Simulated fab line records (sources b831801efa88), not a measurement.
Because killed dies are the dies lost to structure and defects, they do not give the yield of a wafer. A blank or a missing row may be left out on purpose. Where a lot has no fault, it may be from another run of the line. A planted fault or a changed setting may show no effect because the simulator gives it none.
2 desks looking at one fault	flow sky130	each desk holds nothing but its own numbers, with what lay behind them at the end

TOOL OWNER'S DESK, implanter-03
SKY_GATE_OXIDE_IMPLANT_11, tool's own readings: per-lot mean of the sampled wafers with a number, covering each lot this tool ran. Marked OUT: a lot whose mean sits more than 4 standard deviations from the usual mean, which makes it out of limits; the brackets give that distance.
Columns: A = beamEnergyKeV at SKY_GATE_OXIDE_IMPLANT_11, usual 10.000; B = doseIonsCm2 at SKY_GATE_OXIDE_IMPLANT_11, usual 2.6002e+12; C = faradayCurrentUA at SKY_GATE_OXIDE_IMPLANT_11, usual 14.6
lot	first seen here	A	B	C
L783	day 13 19:59	9.999	2.6022e+12	14.6
L787	day 15 15:04	9.997	2.5996e+12	14.8
L790	day 16 10:56	9.997	1.8244e+12 (-99 or more) OUT	10.2 (-13) OUT
L791	day 17 03:31	9.998	1.8259e+12 (-99 or more) OUT	10.5 (-12) OUT
L804	day 21 16:30	10.002	2.5982e+12	14.2
L806	day 22 02:41	9.997	2.6029e+12	14.4
This desk's verdict: out of limits on L790, L791, starting with L790 at day 16 10:56 (doseIonsCm2 at SKY_GATE_OXIDE_IMPLANT_11). Within limits: L783, L787, L804, L806.

METROLOGY DESK
What the gauges read for every lot (on any tool): the sampled wafers with a number, averaged. Marked OUT: a lot whose mean sits more than 4 standard deviations from the usual mean, which makes it out of limits; the brackets give that distance.
Columns: A = cdNm at SKY_VT_ADJUST_HVTP_CD_MEAS_07, usual 381.3 nm; B = GATE_OXIDE_TW at SKY_GATE_OXIDE_TW_MEAS_14, usual 226.0; C = cdNm at SKY_POLY_GATE_CD_MEAS_22, usual 149.1 nm
lot	first seen here	A	B	C
L783	day 6 01:44	378.7	224.4	148.9
L784	day 6 06:00	384.4	223.0	150.1
L785	day 6 12:19	382.6	225.7	148.5
L787	day 7 09:57	379.0	225.9	146.0
L788	day 7 10:27	381.6	228.1	148.7
L789	day 7 13:15	378.1	226.5	149.6
L790	day 7 22:09	384.3	201.0 (-13) OUT	148.5
L791	day 8 12:08	381.7	207.0 (-9.5) OUT	147.7
L801	day 11 04:01	380.3	226.2	149.8
L804	day 11 18:26	379.2	226.9	148.8
L805	day 11 19:34	377.1	223.2	149.0
L806	day 12 11:01	379.9	226.4	154.2
This desk's result: L790, L791 out of limits, first on L790 (GATE_OXIDE_TW at SKY_GATE_OXIDE_TW_MEAS_14), day 16 11:18. Within limits: L783, L784, L785, L787, L788, L789, L801, L804, L805, L806.

TAKEN TOGETHER
An alarm could have come from the tool owner's desk at day 16 10:56, on L790, L791.
At day 16 11:18 the metrology desk could have sounded an alarm, on L790, L791.
Every lot named ran SKY_GATE_OXIDE_IMPLANT_11 on implanter-03.

WHAT THE SIMULATOR PUT IN
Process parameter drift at SKY_GATE_OXIDE_IMPLANT_11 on implanter-03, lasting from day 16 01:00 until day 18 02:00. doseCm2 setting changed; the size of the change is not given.
Struck lots among those shown: L790, L791.
Time in hours from fault onset to the first out-of-limits reading at each desk: tool owner's desk 10, metrology desk 10.
